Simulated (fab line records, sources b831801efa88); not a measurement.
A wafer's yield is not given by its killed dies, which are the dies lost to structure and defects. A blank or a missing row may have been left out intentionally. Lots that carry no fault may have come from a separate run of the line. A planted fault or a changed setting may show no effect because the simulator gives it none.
Split-lot study || flow sky130 || 23 wafers read across 5 lots, on a route 708 steps long

THE SPLIT ITSELF
At SKY_CAP2M_EXPOSE_09 (exposes mask CAP2M, target cd 1000 nm), the setting dose_mj was moved away from the recipe's 159 on 8 of the 23 wafers read, by -2.1% to +5.0%. All remaining wafers had this setting at the recipe value.

FROM THE SPLIT TO THE READING: what the file shows between them, 2 steps
- SKY_CAP2M_PEB_10
- SKY_CAP2M_DEVELOP_11: develop time 61.15 s

THE READING
CAP2M.cd_nm (the simulator's own value, which no gauge read), in nm, at SKY_CAP2M_METAL_ETCH_13 (etches TiN in Cl2/BCl3, stops on SiO2, target depth 220 nm, time 62.9 s). The file does not state a usual value for it. Here, 15 wafers ran the recipe; their average is 998.9 nm with a standard deviation of 3.6 nm.

{"wafer": "L075.1", "tool, chamber at the split": "iline_stepper-01, 0", "dose_mj as run": 159, "against the recipe": "recipe", "CAP2M.cd_nm, nm": 996.9, "against lot-mates on the recipe": "-"}
{"wafer": "L075.2", "tool, chamber at the split": "iline_stepper-01, 0", "dose_mj as run": 159, "against the recipe": "recipe", "CAP2M.cd_nm, nm": 999.8, "against lot-mates on the recipe": "-"}
{"wafer": "L075.3", "tool, chamber at the split": "iline_stepper-01, 0", "dose_mj as run": 166.9, "against the recipe": "+5.0%", "CAP2M.cd_nm, nm": 987, "against lot-mates on the recipe": -11.4}
{"wafer": "L075.4", "tool, chamber at the split": "iline_stepper-01, 0", "dose_mj as run": 159, "against the recipe": "recipe", "CAP2M.cd_nm, nm": 998.4, "against lot-mates on the recipe": "-"}
{"wafer": "L075.6", "tool, chamber at the split": "iline_stepper-01, 0", "dose_mj as run": 166.9, "against the recipe": "+5.0%", "CAP2M.cd_nm, nm": 981.4, "against lot-mates on the recipe": -17.0}
{"wafer": "L078.1", "tool, chamber at the split": "iline_stepper-01, 0", "dose_mj as run": 159, "against the recipe": "recipe", "CAP2M.cd_nm, nm": 1001, "against lot-mates on the recipe": "-"}
{"wafer": "L078.3", "tool, chamber at the split": "iline_stepper-01, 0", "dose_mj as run": 165.6, "against the recipe": "+4.2%", "CAP2M.cd_nm, nm": 987.6, "against lot-mates on the recipe": -12.2}
{"wafer": "L078.4", "tool, chamber at the split": "iline_stepper-01, 0", "dose_mj as run": 165.6, "against the recipe": "+4.2%", "CAP2M.cd_nm, nm": 989.2, "against lot-mates on the recipe": -10.6}
{"wafer": "L078.5", "tool, chamber at the split": "iline_stepper-01, 0", "dose_mj as run": 159, "against the recipe": "recipe", "CAP2M.cd_nm, nm": 998.6, "against lot-mates on the recipe": "-"}
{"wafer": "L078.6", "tool, chamber at the split": "iline_stepper-01, 0", "dose_mj as run": 165.6, "against the recipe": "+4.2%", "CAP2M.cd_nm, nm": 987.1, "against lot-mates on the recipe": -12.7}
{"wafer": "L079.1", "tool, chamber at the split": "iline_stepper-02, 0", "dose_mj as run": 155.6, "against the recipe": "-2.1%", "CAP2M.cd_nm, nm": 1000, "against lot-mates on the recipe": "+7.7"}
{"wafer": "L079.5", "tool, chamber at the split": "iline_stepper-02, 0", "dose_mj as run": 155.6, "against the recipe": "-2.1%", "CAP2M.cd_nm, nm": 1000, "against lot-mates on the recipe": "+7.7"}
{"wafer": "L079.2", "tool, chamber at the split": "iline_stepper-02, 0", "dose_mj as run": 159, "against the recipe": "recipe", "CAP2M.cd_nm, nm": 992.1, "against lot-mates on the recipe": "-"}
{"wafer": "L079.3", "tool, chamber at the split": "iline_stepper-02, 0", "dose_mj as run": 159, "against the recipe": "recipe", "CAP2M.cd_nm, nm": 992.5, "against lot-mates on the recipe": "-"}
{"wafer": "L079.4", "tool, chamber at the split": "iline_stepper-02, 0", "dose_mj as run": 155.6, "against the recipe": "-2.1%", "CAP2M.cd_nm, nm": 1002, "against lot-mates on the recipe": "+9.7"}
{"wafer": "L080.1", "tool, chamber at the split": "iline_stepper-02, 0", "dose_mj as run": 159, "against the recipe": "recipe", "CAP2M.cd_nm, nm": 997.2, "against lot-mates on the recipe": "-"}
{"wafer": "L080.4", "tool, chamber at the split": "iline_stepper-02, 0", "dose_mj as run": 159, "against the recipe": "recipe", "CAP2M.cd_nm, nm": 997.9, "against lot-mates on the recipe": "-"}
{"wafer": "L080.5", "tool, chamber at the split": "iline_stepper-02, 0", "dose_mj as run": 159, "against the recipe": "recipe", "CAP2M.cd_nm, nm": 995.4, "against lot-mates on the recipe": "-"}
{"wafer": "L081.1", "tool, chamber at the split": "iline_stepper-01, 0", "dose_mj as run": 159, "against the recipe": "recipe", "CAP2M.cd_nm, nm": 1003, "against lot-mates on the recipe": "-"}
{"wafer": "L081.6", "tool, chamber at the split": "iline_stepper-01, 0", "dose_mj as run": 159, "against the recipe": "recipe", "CAP2M.cd_nm, nm": 1003, "against lot-mates on the recipe": "-"}
{"wafer": "L081.2", "tool, chamber at the split": "iline_stepper-01, 0", "dose_mj as run": 159, "against the recipe": "recipe", "CAP2M.cd_nm, nm": 1002, "against lot-mates on the recipe": "-"}
{"wafer": "L081.4", "tool, chamber at the split": "iline_stepper-01, 0", "dose_mj as run": 159, "against the recipe": "recipe", "CAP2M.cd_nm, nm": 1002, "against lot-mates on the recipe": "-"}
{"wafer": "L081.5", "tool, chamber at the split": "iline_stepper-01, 0", "dose_mj as run": 159, "against the recipe": "recipe", "CAP2M.cd_nm, nm": 1004, "against lot-mates on the recipe": "-"}

THE FIT
A straight line over all 23 wafers: CAP2M.cd_nm changes by -2.45 nm for each +1% of dose_mj; r = -0.84; the points scatter about the line by 3.4 nm.
The same after taking each lot's own level away (the mean of its wafers on the recipe; 23 wafers): -3.04 nm for each +1%; r = -0.98; scatter 1.4 nm.
Per that fit: largest dose_mj move, reading shift of 15 nm.
The lots' own levels span 992.30 to 1002.80 nm, that is 2.9 times the standard deviation above.
Thus the slope moves with the lot-to-lot level: the two fits are different.
Check: for one of the wafers moved furthest among these (+5.0%), held out of the fit, the line's prediction against its lot-mates is -15.6 nm. It came out at -11.4 nm against them.

OTHER SPLITS ON THESE WAFERS
Before the reading, these wafers also passed through other splits. Each is held against what the fit with the lots' levels taken away leaves over:
{"other split on the same wafers": "SKY_VIA2_HDPCVD_00 time_s", "wafers away from the commonest value": 9, "r with CAP2M.cd_nm (lot level and that fit taken away)": -0.03}
{"other split on the same wafers": "SKY_VIA2_SPUTTER_20 power_w", "wafers away from the commonest value": 8, "r with CAP2M.cd_nm (lot level and that fit taken away)": -0.06}
{"other split on the same wafers": "SKY_METAL3_EXPOSE_10 dose_mj", "wafers away from the commonest value": 8, "r with CAP2M.cd_nm (lot level and that fit taken away)": -0.04}
{"other split on the same wafers": "SKY_VIA3_HDPCVD_00 time_s", "wafers away from the commonest value": 6, "r with CAP2M.cd_nm (lot level and that fit taken away)": "+0.29"}
{"other split on the same wafers": "SKY_VIA3_CMP_02 leave_above_ref_nm", "wafers away from the commonest value": 5, "r with CAP2M.cd_nm (lot level and that fit taken away)": -0.24}
{"other split on the same wafers": "SKY_VIA3_ETCH_14 time_s", "wafers away from the commonest value": 6, "r with CAP2M.cd_nm (lot level and that fit taken away)": "+0.01"}
{"other split on the same wafers": "SKY_METAL4_SPUTTER_00 power_w", "wafers away from the commonest value": 6, "r with CAP2M.cd_nm (lot level and that fit taken away)": -0.07}
{"other split on the same wafers": "SKY_METAL4_SPUTTER_02 time_s", "wafers away from the commonest value": 6, "r with CAP2M.cd_nm (lot level and that fit taken away)": -0.14}

THE WHOLE CHAIN: every reading that the file lists as answering this split, in the file's order
{"step": "SKY_CAP2M_DEVELOP_11", "what it does": "develop time 61.15 s", "reading": "CAP2M.cd_nm (the simulator's own value, which no gauge read)", "change (the file's fit)": "-2.91 nm for each +1% of the setting", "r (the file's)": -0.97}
{"step": "SKY_CAP2M_METAL_ETCH_13", "what it does": "etches TiN in Cl2/BCl3, stops on SiO2, target depth 220 nm, time 62.9 s", "reading": "CAP2M.cd_nm (the simulator's own value, which no gauge read)", "change (the file's fit)": "-2.95 nm for each +1% of the setting", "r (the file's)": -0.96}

FILE'S OWN FIT
CAP2M.cd_nm changes by -2.95 nm for each +1% of dose_mj, r = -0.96.
